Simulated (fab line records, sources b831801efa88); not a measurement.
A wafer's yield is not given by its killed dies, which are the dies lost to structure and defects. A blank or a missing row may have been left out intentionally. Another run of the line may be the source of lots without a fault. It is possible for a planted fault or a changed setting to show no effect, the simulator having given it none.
Chamber matching	flow gf180mcu	cmp-02 running GF_V2_CMP_04: 4 sister chambers
The step polishes SiO2. 8 wafers are shown with their chamber, then 7 later ones without.

WAFERS, EACH WITH ITS CHAMBER
wafer	chamber	motorCurrentA (A)	timeToEndpointS (s)
L585.2	1	14.0	72
L585.6	1	13.5	82
L587.2	3	10.5	77
L598.2	3	10.0	76
L598.3	2	13.2	75
L598.4	0	9.4	87
L599.1	0	9.5	82
L599.2	2	13.9	87

WAFERS MISSING THEIR CHAMBER
wafer	motorCurrentA (A)	timeToEndpointS (s)
L599.5	9.9	81
L600.2	13.3	67
L600.5	9.7	76
L600.6	14.5	77
L605.1	10.9	65
L605.4	9.5	78
L605.6	13.1	81

CHAMBER TAKEN BY EACH
wafer	from the rows above	in truth
L599.5	can't be placed: 3 or 0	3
L600.2	can't be placed: 1 or 2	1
L600.5	can't be placed: 3 or 0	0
L600.6	can't be placed: 1 or 2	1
L605.1	3	3
L605.4	can't be placed: 0 or 3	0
L605.6	can't be placed: 2 or 1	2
Placed correctly: 1 of 7. These rows do not allow placing 6 (true chamber among the candidates in 6). Placed wrongly: 0.
How it was worked out, from the rows above alone: a wafer's distance from a chamber is the root of the sum, over the readings, of the square of ((its reading less the chamber's mean) divided by the reading's scatter). If the next closest chamber is less than 2 further off than the closest, the wafer can't be placed; otherwise it belongs to the closest. A chamber's mean is the mean of its shown wafers. The scatter: take each reading less its chamber's mean, square it, sum over the shown wafers, divide by the number of wafers less the number of chambers, and take the root.
